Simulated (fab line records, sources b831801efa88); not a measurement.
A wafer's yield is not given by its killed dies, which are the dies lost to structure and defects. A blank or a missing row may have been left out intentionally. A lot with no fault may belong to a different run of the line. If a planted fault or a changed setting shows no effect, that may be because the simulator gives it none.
Chamber matching || flow sky130 || rie_diel-01 running SKY_CONTACT_ETCH_17: 4 sister chambers
The step etches SiO2 in C4F8/O2/Ar, stops on Si3N4, target depth 340 nm. 4 wafers are shown with their chamber, then 8 later ones without.

EACH WAFER AND ITS CHAMBER
{"wafer": "L088.4", "chamber": 3, "oes_product_au (a.u.)": 0.898}
{"wafer": "L089.1", "chamber": 0, "oes_product_au (a.u.)": 0.904}
{"wafer": "L089.5", "chamber": 1, "oes_product_au (a.u.)": 0.895}
{"wafer": "L091.1", "chamber": 2, "oes_product_au (a.u.)": 0.900}

WAFERS WHOSE CHAMBER IS MISSING
{"wafer": "L091.3", "oes_product_au (a.u.)": 0.889}
{"wafer": "L091.6", "oes_product_au (a.u.)": 0.884}
{"wafer": "L096.2", "oes_product_au (a.u.)": 0.890}
{"wafer": "L096.4", "oes_product_au (a.u.)": 0.891}
{"wafer": "L096.6", "oes_product_au (a.u.)": 0.893}
{"wafer": "L097.2", "oes_product_au (a.u.)": 0.890}
{"wafer": "L097.3", "oes_product_au (a.u.)": 0.885}
{"wafer": "L097.5", "oes_product_au (a.u.)": 0.890}

EACH ONE'S CHAMBER
{"wafer": "L091.3", "from the rows above": "can't be placed: 1 or 3 or 2 or 0", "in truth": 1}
{"wafer": "L091.6", "from the rows above": "can't be placed: 1 or 3 or 2 or 0", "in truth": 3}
{"wafer": "L096.2", "from the rows above": "can't be placed: 1 or 3 or 2 or 0", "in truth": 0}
{"wafer": "L096.4", "from the rows above": "can't be placed: 1 or 3 or 2 or 0", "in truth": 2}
{"wafer": "L096.6", "from the rows above": "can't be placed: 1 or 3 or 2 or 0", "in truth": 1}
{"wafer": "L097.2", "from the rows above": "can't be placed: 1 or 3 or 2 or 0", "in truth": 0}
{"wafer": "L097.3", "from the rows above": "can't be placed: 1 or 3 or 2 or 0", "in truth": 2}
{"wafer": "L097.5", "from the rows above": "can't be placed: 1 or 3 or 2 or 0", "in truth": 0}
Correctly placed: 0 of 8. Not placeable from these rows: 8 (in 8, the candidates include the true chamber). Wrongly placed: 0.
How it was worked out, from the rows above alone: a wafer's distance from a chamber is the root of the sum, over the readings, of the square of ((its reading less the chamber's mean) divided by the reading's scatter). The wafer belongs to the nearest chamber; if the next one is less than 2 further off, it can't be placed. A chamber's mean is the mean of its shown wafers. The scatter (one wafer shown for each chamber): square how far every hidden wafer sits from the nearest shown wafer, average those squares and take the square root.
